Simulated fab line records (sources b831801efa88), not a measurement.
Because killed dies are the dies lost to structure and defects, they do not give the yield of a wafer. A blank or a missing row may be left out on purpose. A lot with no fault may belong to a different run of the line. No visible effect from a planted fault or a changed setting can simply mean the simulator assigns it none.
The tool behind it: which one? | flow sky130 | 12 lots, 36 wafers sampled, at 4 steps of a route of 708

WHAT THE GAUGES READ, wafer by wafer
SKY_LDD_HVN_TW_MEAS_10. Usual: for LDD_HVN_TW the level is 1446 and the standard deviation is 11.
lot  | measured     | on            | LDD_HVN_TW     | flag
L521 | day 20 03:10 | film metro-02 | 1448 1448 1445 |
L522 | day 20 15:52 | film metro-03 | 1432 1436 1428 |
L523 | day 21 05:37 | film metro-02 | 1456 1449 1461 |
L524 | day 21 12:22 | film metro-04 | 1456 1438 1442 |
L527 | day 22 07:29 | film metro-04 | 1449 1447 1448 |
L528 | day 22 20:44 | film metro-04 | 1447 1449 1443 |
L535 | day 25 10:34 | film metro-04 | 1449 1464 1452 |
L536 | day 25 20:06 | film metro-03 | 1432 1433 1436 |
L538 | day 26 08:25 | film metro-04 | 1458 1465 1467 |
L540 | day 27 01:43 | film metro-02 | 1469 1446 1457 |
L543 | day 28 01:49 | film metro-02 | 1459 1455 1456 |
L544 | day 28 08:43 | film metro-03 | 1449 1438 1448 |

WHAT TOOL EACH LOT RAN ON (gives the tool, then ch and the chambers of the sampled wafers, and finally the start)
lot  | SKY_GATE_OXIDE_STRIP_13              | SKY_POLY_GATE_ETCH_17            | SKY_LDD_P_STRIP_10
L521 | plasma asher-02 ch 0,1, day 13 11:37 | rie si-01 ch 0,2, day 16 05:34   | plasma asher-01 ch 0,1, day 18 19:47
L522 | plasma asher-04 ch 0,1, day 14 01:10 | rie si-01 ch 0,1,2, day 16 18:28 | plasma asher-04 ch 0,1, day 19 08:26
L523 | plasma asher-02 ch 0,1, day 14 18:19 | rie si-02 ch 0,1, day 17 07:37   | plasma asher-01 ch 0,1, day 19 23:02
L524 | plasma asher-04 ch 0,1, day 14 18:52 | rie si-02 ch 0,1,2, day 17 12:16 | plasma asher-04 ch 0,1, day 20 05:14
L527 | plasma asher-01 ch 0,1, day 15 15:55 | rie si-02 ch 1,2,3, day 18 08:16 | plasma asher-04 ch 0,1, day 21 00:25
L528 | plasma asher-02 ch 0,1, day 16 02:59 | rie si-02 ch 0,1,3, day 18 20:28 | plasma asher-02 ch 0,1, day 21 14:07
L535 | plasma asher-02 ch 0,1, day 18 19:28 | rie si-01 ch 0,2,3, day 21 14:01 | plasma asher-02 ch 0,1, day 24 04:59
L536 | plasma asher-01 ch 0,1, day 19 03:49 | rie si-02 ch 0,1,2, day 21 23:55 | plasma asher-02 ch 0,1, day 24 14:35
L538 | plasma asher-01 ch 0,1, day 19 16:40 | rie si-02 ch 2,3, day 22 11:04   | plasma asher-04 ch 0,1, day 25 03:08
L540 | plasma asher-02 ch 0,1, day 20 09:11 | rie si-02 ch 1,3, day 23 05:34   | plasma asher-01 ch 0,1, day 25 20:25
L543 | plasma asher-01 ch 0,1, day 21 15:40 | rie si-01 ch 0,2, day 24 08:40   | plasma asher-01 ch 0,1, day 26 21:02
L544 | plasma asher-01 ch 0,1, day 21 22:43 | rie si-02 ch 0,1,3, day 24 14:58 | plasma asher-04 ch 0,1, day 27 03:58
- SKY_GATE_OXIDE_STRIP_13: strips in O2/N2.
- SKY_POLY_GATE_ETCH_17: etches poly-Si in HBr/Cl2, stops on SiO2, target depth 180 nm, time 70.5 s.
- SKY_LDD_P_STRIP_10: strips in O2/N2.

AS READ BY THE TOOLS THEMSELVES (means over the sampled wafers that have a number; for cases with no such wafer, the mark the record gives instead)
SKY_GATE_OXIDE_STRIP_13. Usual: drypump motor current A 5.84 A, standard deviation 0.097; oes product au 0.715 a.u., standard deviation 0.0052; strip time to endpoint s 14.18 s, standard deviation 0.04.
lot  | tool            | drypump motor current A (A) | oes product au (a.u.) | strip time to endpoint s (s) | flag
L521 | plasma asher-02 | 5.78                        | 0.715                 | 14.22                        |
L522 | plasma asher-04 | 5.95                        | 0.716                 | 14.14                        |
L523 | plasma asher-02 | 5.76                        | 0.713                 | 14.21                        |
L524 | plasma asher-04 | 5.92                        | 0.713                 | 14.19                        |
L527 | plasma asher-01 | 5.88                        | 0.713                 | 14.18                        |
L528 | plasma asher-02 | 5.74                        | 0.719                 | 14.25                        |
L535 | plasma asher-02 | 5.76                        | 0.721                 | 14.19                        |
L536 | plasma asher-01 | 5.91                        | 0.712                 | 14.22                        |
L538 | plasma asher-01 | 5.91                        | 0.715                 | 14.21                        |
L540 | plasma asher-02 | 5.76                        | 0.714                 | 14.19                        |
L543 | plasma asher-01 | 5.91                        | 0.713                 | 14.15                        |
L544 | plasma asher-01 | 5.89                        | 0.712                 | 14.17                        |

SKY_POLY_GATE_ETCH_17. Usual: bias w 100.00 W, standard deviation 0.28; drypump motor current A 5.9 A, standard deviation 0.54; mfc cl2 sccm 49.98 sccm, standard deviation 0.18; oes product au 0.984 a.u., standard deviation 0.0066; throttle valve pct 33.684 %, standard deviation 0.0095.
lot  | tool      | bias w (W) | drypump motor current A (A) | mfc cl2 sccm (sccm) | oes product au (a.u.) | throttle valve pct (%) | flag
L521 | rie si-01 | 99.91      | 5.6                         | 49.90               | 0.979                 | 33.689                 |
L522 | rie si-01 | 100.00     | 5.7                         | 50.06               | 0.980                 | 33.684                 |
L523 | rie si-02 | 99.93      | 5.7                         | 50.00               | 0.984                 | 33.677                 |
L524 | rie si-02 | 100.09     | 6.1                         | 49.79               | 0.983                 | 33.684                 |
L527 | rie si-02 | 110.01     | 5.7                         | 50.25               | 0.989                 | 33.680                 | OFF
L528 | rie si-02 | 109.99     | 5.8                         | 50.07               | 0.989                 | 33.696                 | OFF
L535 | rie si-01 | 100.11     | 5.8                         | 50.16               | 0.988                 | 33.686                 |
L536 | rie si-02 | 99.89      | 6.1                         | 49.84               | 0.984                 | 33.683                 |
L538 | rie si-02 | 99.75      | 6.1                         | 50.09               | 0.984                 | 33.686                 |
L540 | rie si-02 | 100.10     | 5.5                         | 49.90               | 0.983                 | 33.673                 |
L543 | rie si-01 | 99.92      | 5.6                         | 49.92               | 0.988                 | 33.695                 |
L544 | rie si-02 | 100.10     | 5.8                         | 49.74               | 0.983                 | 33.686                 |

SKY_LDD_P_STRIP_10. Usual: drypump motor current A 5.87 A, standard deviation 0.11; oes product au 0.716 a.u., standard deviation 0.0043; strip time to endpoint s 14.20 s, standard deviation 0.039.
lot  | tool            | drypump motor current A (A) | oes product au (a.u.) | strip time to endpoint s (s) | flag
L521 | plasma asher-01 | 5.92                        | 0.713                 | 14.21                        |
L522 | plasma asher-04 | 5.93                        | 0.714                 | 14.18                        |
L523 | plasma asher-01 | 5.91                        | 0.719                 | 14.25                        |
L524 | plasma asher-04 | 5.89                        | 0.717                 | 14.17                        |
L527 | plasma asher-04 | 5.93                        | 0.719                 | 14.21                        |
L528 | plasma asher-02 | 5.76                        | 0.715                 | 14.21                        |
L535 | plasma asher-02 | 5.77                        | 0.716                 | 14.26                        |
L536 | plasma asher-02 | 5.74                        | 0.715                 | 14.25                        |
L538 | plasma asher-04 | 5.95                        | 0.717                 | 14.22                        |
L540 | plasma asher-01 | 5.88                        | 0.718                 | 14.19                        |
L543 | plasma asher-01 | 5.88                        | 0.718                 | 14.19                        |
L544 | plasma asher-04 | 5.86                        | 0.715                 | 14.19                        |

THE ANSWER, worked out from the rows above alone
Rule: a lot is off if the mean of its wafers that have a number lies more than 3 standard deviations from the usual mean. Also off: a lot with no number at a reading for which 4 or more lots have one. Any other lot the step has rows for is counted as sound. The gauges are gone through in route order, then the tools' own readings, and for those a lot's mean is taken as printed above. The first step at which some lot is off is used, and at that step the reading that is off furthest; a lot without a number counts as furthest.
Off: L527, L528 (SKY_POLY_GATE_ETCH_17, bias w).
If a tool, at that step or one of the process steps before it, ran each lot that is off and ran no sound lot following the first of them, it fits. Of those tried, none fits.

WHAT THE SIMULATOR PUT IN
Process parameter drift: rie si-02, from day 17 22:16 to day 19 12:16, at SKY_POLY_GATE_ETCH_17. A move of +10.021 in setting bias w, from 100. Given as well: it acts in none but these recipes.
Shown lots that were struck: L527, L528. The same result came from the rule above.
